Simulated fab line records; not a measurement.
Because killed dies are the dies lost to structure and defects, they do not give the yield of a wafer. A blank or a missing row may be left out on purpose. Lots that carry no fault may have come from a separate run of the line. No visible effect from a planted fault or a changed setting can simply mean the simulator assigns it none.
Chamber matching || flow gf180mcu || 4 sister chambers for GF_POLY_GATE_ETCH_13 on rieSi-01
The step etches poly-Si in HBr/Cl2, stops on SiO2, target depth 198.5 nm, time 69.6 s. 8 wafers are shown with their chamber, then 8 later ones without.

## EACH WAFER AND ITS CHAMBER
{"wafer": "L321.3", "chamber": 1, "drypumpMotorCurrentA (A)": 5.77, "rfFwdPowerW (W)": 399.0}
{"wafer": "L332.5", "chamber": 0, "drypumpMotorCurrentA (A)": 5.84, "rfFwdPowerW (W)": 394.6}
{"wafer": "L334.4", "chamber": 2, "drypumpMotorCurrentA (A)": 6.11, "rfFwdPowerW (W)": 396.5}
{"wafer": "L334.6", "chamber": 1, "drypumpMotorCurrentA (A)": 5.75, "rfFwdPowerW (W)": 398.1}
{"wafer": "L335.2", "chamber": 2, "drypumpMotorCurrentA (A)": 6.11, "rfFwdPowerW (W)": 396.0}
{"wafer": "L335.3", "chamber": 0, "drypumpMotorCurrentA (A)": 5.79, "rfFwdPowerW (W)": 393.5}
{"wafer": "L335.6", "chamber": 3, "drypumpMotorCurrentA (A)": 5.93, "rfFwdPowerW (W)": 397.9}
{"wafer": "L336.3", "chamber": 3, "drypumpMotorCurrentA (A)": 5.93, "rfFwdPowerW (W)": 397.6}

## WAFERS WITHOUT THEIR CHAMBER
{"wafer": "L336.4", "drypumpMotorCurrentA (A)": 5.80, "rfFwdPowerW (W)": 395.0}
{"wafer": "L336.6", "drypumpMotorCurrentA (A)": 6.14, "rfFwdPowerW (W)": 396.5}
{"wafer": "L338.3", "drypumpMotorCurrentA (A)": 6.10, "rfFwdPowerW (W)": 392.7}
{"wafer": "L338.4", "drypumpMotorCurrentA (A)": 5.94, "rfFwdPowerW (W)": 398.8}
{"wafer": "L338.5", "drypumpMotorCurrentA (A)": 5.86, "rfFwdPowerW (W)": 395.4}
{"wafer": "L340.2", "drypumpMotorCurrentA (A)": 5.84, "rfFwdPowerW (W)": 394.4}
{"wafer": "L340.4", "drypumpMotorCurrentA (A)": 5.94, "rfFwdPowerW (W)": 400.2}
{"wafer": "L340.6", "drypumpMotorCurrentA (A)": 6.11, "rfFwdPowerW (W)": 399.7}

## EACH ONE'S CHAMBER
{"wafer": "L336.4", "from the rows above": 0, "in truth": 0}
{"wafer": "L336.6", "from the rows above": 2, "in truth": 2}
{"wafer": "L338.3", "from the rows above": 2, "in truth": 2}
{"wafer": "L338.4", "from the rows above": 3, "in truth": 3}
{"wafer": "L338.5", "from the rows above": 0, "in truth": 0}
{"wafer": "L340.2", "from the rows above": 0, "in truth": 0}
{"wafer": "L340.4", "from the rows above": 3, "in truth": 3}
{"wafer": "L340.6", "from the rows above": 2, "in truth": 2}
8 of 8 placed correctly. From these rows, 0 cannot be placed. Placed wrongly: 0.
How it was worked out, from the rows above alone: a wafer's distance from a chamber is the root of the sum, over the readings, of the square of ((its reading less the chamber's mean) divided by the reading's scatter). If the next closest chamber is less than 2 further off than the closest, the wafer can't be placed; otherwise it belongs to the closest. A chamber's mean is the mean of its shown wafers. The scatter: take each reading less its chamber's mean, square it, sum over the shown wafers, divide by the number of wafers less the number of chambers, and take the root.
